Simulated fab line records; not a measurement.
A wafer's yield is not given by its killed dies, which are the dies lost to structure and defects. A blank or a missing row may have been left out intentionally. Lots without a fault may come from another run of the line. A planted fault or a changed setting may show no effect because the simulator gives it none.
Code-filled problem report in 8D (eight disciplines) form || flow sfq line || the parts of the form that need people (team, actions taken, sign-off) are left out

1. WHAT IS WRONG
At SFQ_TRILAYER_I3_VIA_ETCH_VIA_ETCH_088, rf fwd power W averages 419.9 W over 2 wafers from 2 lots, while fault-free wafers read 498.2 W, standard deviation 1.4. That is -56 standard deviations from the usual mean.
The step: etches SiO2 in CHF3, stops on Nb, target depth 260 nm.
Seen first at day 45 19:51 on rie diel-03, wafer L652.5. The record holds 42 wafers of 14 lots with a number at this step. Rule for "out" (also "out of limits"): further than 4 standard deviations from the usual mean. Any other wafer with a number is counted as sound.

2. WHAT IT IS, WHAT IT ISN'T
{"question": "which readings at this step", "is": "rf fwd power W", "is not": "drypump motor current A, oes product au"}
{"question": "which lots", "is": "L652, L653", "is not": "L646, L649, L650, L651, L654, L660, L662, L663, L665, L666, L667, L669"}
{"question": "which wafers of those lots", "is": "L652.5, L653.4", "is not": "L652.1, L652.6, L653.1, L653.5"}
{"question": "read on which tools", "is": "rie diel-03", "is not": "rie diel-01, rie diel-04"}
{"question": "when", "is": "from day 45 19:51", "is not": "up to then (14 sound wafers); but 26 sound wafers of L653, L654, L660, L662, L663, L665, L666, L667, L669 came after"}

3. THE SUSPECTS, EACH WITH WHAT RULES IT OUT
Counting: a tool at a process step up to the reading stays a suspect if it ran every lot that is out. Sound lots after the first of them don't rule it out here, since some wafers of a struck lot are sound.
- rie diel-03 at SFQ_TRILAYER_I3_VIA_ETCH_VIA_ETCH_088 (etches SiO2 in CHF3, stops on Nb, target depth 260 nm): kept. Ran every lot that is out, first one L652 (day 45 19:51); last sound lot up to then L651 (day 45 12:39). Its own readings are out on those wafers: rf fwd power W.
- At SFQ_TRILAYER_I3_VIA_ETCH_VIA_ETCH_088, inside rie diel-03: chamber 2 took the wafers that are out, while their sound lot-mates went through chambers 0, 1, 3.
Remaining after the count: rie diel-03 at SFQ_TRILAYER_I3_VIA_ETCH_VIA_ETCH_088.

4. THE CAUSE (what the simulator had put in)
rie diel-03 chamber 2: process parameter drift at SFQ_TRILAYER_I3_VIA_ETCH_VIA_ETCH_088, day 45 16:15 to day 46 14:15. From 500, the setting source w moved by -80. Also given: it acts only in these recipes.
This tool alone remained once counting was done.

5. SEQUENCE OF EFFECTS, ordered by route
Each row: a reading where the mean over the struck wafers with a number is more than 3 standard deviations away from the usual. Only readings for which the record gives a usual standard deviation are gone through. hours: the time from each lot's start at the first step in this table that gives one to its start at this step, as a median over the lots. sigmas: the change in usual standard deviations.
{"hours": 0, "step": "SFQ_TRILAYER_I3_VIA_ETCH_VIA_ETCH_088", "reading": "rf fwd power W", "usual": "498.2 W", "on struck wafers": 419.9, "change": -78.3, "sigmas": -56}
The process steps in it:
- SFQ_TRILAYER_I3_VIA_ETCH_VIA_ETCH_088: etches SiO2 in CHF3, stops on Nb, target depth 260 nm.
At these later measuring or inspecting steps, every struck wafer for which the step has a row has a number for every such reading, and none has moved that far: SFQ_I7_BOW_MEAS_946.

6. WHAT WOULD HAVE CAUGHT IT SOONER
In this record no reading fell out of limits until day 45 19:51, 4 hours after the fault had begun at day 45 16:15.
